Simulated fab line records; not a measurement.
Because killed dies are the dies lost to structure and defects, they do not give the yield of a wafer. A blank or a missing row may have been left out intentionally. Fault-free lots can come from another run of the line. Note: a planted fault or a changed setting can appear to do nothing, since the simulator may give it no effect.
Which tool did it? :: flow gf180mcu :: 7 lots, 21 wafers sampled, at 1 step of a route of 602

## WHAT THE GAUGES SHOWED, per wafer
GF_HV_LDD_OVL_MEAS_32.
lot: L904
measured: day 11 20:31
on: overlay-02
HV_LDD_02_OVL (nm): -0.5 0.1 1.1

lot: L909
measured: day 13 12:07
on: overlay-01
HV_LDD_02_OVL (nm): 3.7 2.3 1.5

lot: L913
measured: day 14 19:30
on: overlay-02
HV_LDD_02_OVL (nm): -0.5 -0.8 -0.9

lot: L920
measured: day 17 01:03
on: overlay-02
HV_LDD_02_OVL (nm): 2.2 2.1 1.5

lot: L922
measured: day 17 18:05
on: overlay-02
HV_LDD_02_OVL (nm): 1.5 1.5 0.8

lot: L924
measured: day 18 08:16
on: overlay-02
HV_LDD_02_OVL (nm): -0.5 0.8 -1.0

lot: L926
measured: day 19 03:01
on: overlay-02
HV_LDD_02_OVL (nm): 0.0 0.5 -1.2

## WHICH TOOL RAN EACH LOT (tool, then ch and the chambers of the sampled wafers, then the start)
Before these readings, the record contains no process step.

## THE ANSWER, worked out from the rows above alone
Rule: usual is defined by the lots themselves. Put in order of their means at a reading, lots are off if they are a third of the lots or fewer, leave a main group of 4 or more, and stand apart from it by a gap of 3 or more times the standard deviation of the main group's means; of several such gaps the widest counts. A main group is skipped when, at the precision printed for the reading in the tables above, its means are all equal. A lot without any number at a reading at which 4 lots or more have one is off too. The other lots that the step has rows for count as sound.
None of the lots is off at any reading shown; this tells nothing.

## WHAT THE SIMULATOR PUT IN
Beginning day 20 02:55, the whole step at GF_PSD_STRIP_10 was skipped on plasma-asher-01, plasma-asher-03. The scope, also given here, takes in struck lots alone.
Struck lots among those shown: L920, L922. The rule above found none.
